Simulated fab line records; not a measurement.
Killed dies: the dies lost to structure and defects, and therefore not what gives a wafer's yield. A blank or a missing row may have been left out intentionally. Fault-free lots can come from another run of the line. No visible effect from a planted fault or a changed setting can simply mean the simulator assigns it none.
Chamber matching | flow sky130 | 3 sister chambers for SKY_LI_CONTACT_HDPCVD_00 on hdpcvd-02
The step deposits PSG, target thk 930 nm, time 155 s. 6 wafers are shown with their chamber, then 7 later ones without.

## WAFERS PAIRED WITH THEIR CHAMBERS
wafer  | chamber | run length s (s)
L907.1 | 0       | 183.1
L907.4 | 0       | 182.5
L913.5 | 2       | 183.3
L913.6 | 1       | 182.6
L912.1 | 2       | 183.5
L912.2 | 1       | 183.0

## WAFERS WHOSE CHAMBER IS MISSING
wafer  | run length s (s)
L912.4 | 183.1
L911.2 | 183.6
L911.4 | 182.3
L911.5 | 183.2
L924.2 | 182.3
L926.1 | 182.4
L926.5 | 183.0

## WHICH CHAMBER EACH ONE RAN IN
wafer  | from the rows above          | in truth
L912.4 | can't be placed: 0 or 1 or 2 | 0
L911.2 | can't be placed: 2 or 0 or 1 | 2
L911.4 | can't be placed: 0 or 1 or 2 | 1
L911.5 | can't be placed: 2 or 0 or 1 | 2
L924.2 | can't be placed: 0 or 1 or 2 | 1
L926.1 | can't be placed: 0 or 1 or 2 | 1
L926.5 | can't be placed: 0 or 1 or 2 | 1
Correctly placed: 0 of 7. Not placeable from these rows: 7 (in 7, the candidates include the true chamber). Placed wrongly: 0.
How it was worked out, from the rows above alone: a wafer's distance from a chamber is the root of the sum, over the readings, of the square of ((its reading less the chamber's mean) divided by the reading's scatter). If the next closest chamber is less than 2 further off than the closest, the wafer can't be placed; otherwise it belongs to the closest. Each chamber's mean is taken over the wafers shown for it. The scatter: take each reading less its chamber's mean, square it, sum over the shown wafers, divide by the number of wafers less the number of chambers, and take the root.
